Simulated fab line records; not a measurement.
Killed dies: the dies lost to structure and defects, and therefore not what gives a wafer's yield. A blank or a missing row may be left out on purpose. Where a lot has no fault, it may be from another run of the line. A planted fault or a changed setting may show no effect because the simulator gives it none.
Which tool did it? || flow gf180mcu || 18 wafers from 6 lots sampled at 4 of the route's 602 steps

WHAT THE GAUGES SHOWED, per wafer
GF_PSD_RS_MEAS_15: a four-point-probe measurement.
{"lot": "L461", "measured": "day 15 08:06", "on": "film_metro-01", "PSD_RS (ohm/sq)": "108.66 108.17 108.81"}
{"lot": "L464", "measured": "day 16 12:50", "on": "film_metro-02", "PSD_RS (ohm/sq)": "108.25 108.41 108.69"}
{"lot": "L466", "measured": "day 17 04:26", "on": "film_metro-04", "PSD_RS (ohm/sq)": "108.18 108.15 108.54"}
{"lot": "L470", "measured": "day 18 10:31", "on": "film_metro-02", "PSD_RS (ohm/sq)": "108.11 107.86 108.11"}
{"lot": "L473", "measured": "day 19 12:08", "on": "film_metro-02", "PSD_RS (ohm/sq)": "108.52 108.32 108.73"}
{"lot": "L481", "measured": "day 22 07:47", "on": "film_metro-01", "PSD_RS (ohm/sq)": "108.25 108.34 108.25"}

WHICH TOOL RAN EACH LOT (tool, then ch and the chambers of the sampled wafers, then the start)
{"lot": "L461", "GF_NSD_STRIP_11": "plasma_asher-03 ch 0,1, day 14 10:19", "GF_PSD_IMPLANT_09": "implanter-01 ch 0, day 15 07:31", "GF_PSD_STRIP_10": "plasma_asher-02 ch 0,1, day 15 07:40"}
{"lot": "L464", "GF_NSD_STRIP_11": "plasma_asher-01 ch 0,1, day 15 14:11", "GF_PSD_IMPLANT_09": "implanter-01 ch 0, day 16 12:16", "GF_PSD_STRIP_10": "plasma_asher-03 ch 0,1, day 16 12:25"}
{"lot": "L466", "GF_NSD_STRIP_11": "plasma_asher-04 ch 0,1, day 16 04:56", "GF_PSD_IMPLANT_09": "implanter-03 ch 0, day 17 03:53", "GF_PSD_STRIP_10": "plasma_asher-03 ch 0,1, day 17 04:02"}
{"lot": "L470", "GF_NSD_STRIP_11": "plasma_asher-04 ch 0,1, day 17 11:08", "GF_PSD_IMPLANT_09": "implanter-03 ch 0, day 18 09:55", "GF_PSD_STRIP_10": "plasma_asher-01 ch 0,1, day 18 10:02"}
{"lot": "L473", "GF_NSD_STRIP_11": "plasma_asher-03 ch 0,1, day 18 10:28", "GF_PSD_IMPLANT_09": "implanter-01 ch 0, day 19 11:34", "GF_PSD_STRIP_10": "plasma_asher-01 ch 0,1, day 19 11:43"}
{"lot": "L481", "GF_NSD_STRIP_11": "plasma_asher-01 ch 0,1, day 21 07:32", "GF_PSD_IMPLANT_09": "implanter-03 ch 0, day 22 07:13", "GF_PSD_STRIP_10": "plasma_asher-01 ch 0,1, day 22 07:20"}
- GF_NSD_STRIP_11: strips in O2/N2.
- GF_PSD_IMPLANT_09
- GF_PSD_STRIP_10: strips in O2/N2.

THE ANSWER, worked out from the rows above alone
Rule: the usual values come from the lots themselves. Put in order of their means at a reading, lots are off if they are a third of the lots or fewer, leave a main group of 4 or more, and stand apart from it by a gap of 3 or more times the standard deviation of the main group's means; of several such gaps the widest counts. A main group is skipped when, at the precision printed for the reading in the tables above, its means are all equal. A lot without any number at a reading at which 4 lots or more have one is off too. All remaining lots with rows at the step are treated as sound.
None of the lots is off at any reading shown; this tells nothing.

WHAT HAD BEEN PUT IN BY THE SIMULATOR
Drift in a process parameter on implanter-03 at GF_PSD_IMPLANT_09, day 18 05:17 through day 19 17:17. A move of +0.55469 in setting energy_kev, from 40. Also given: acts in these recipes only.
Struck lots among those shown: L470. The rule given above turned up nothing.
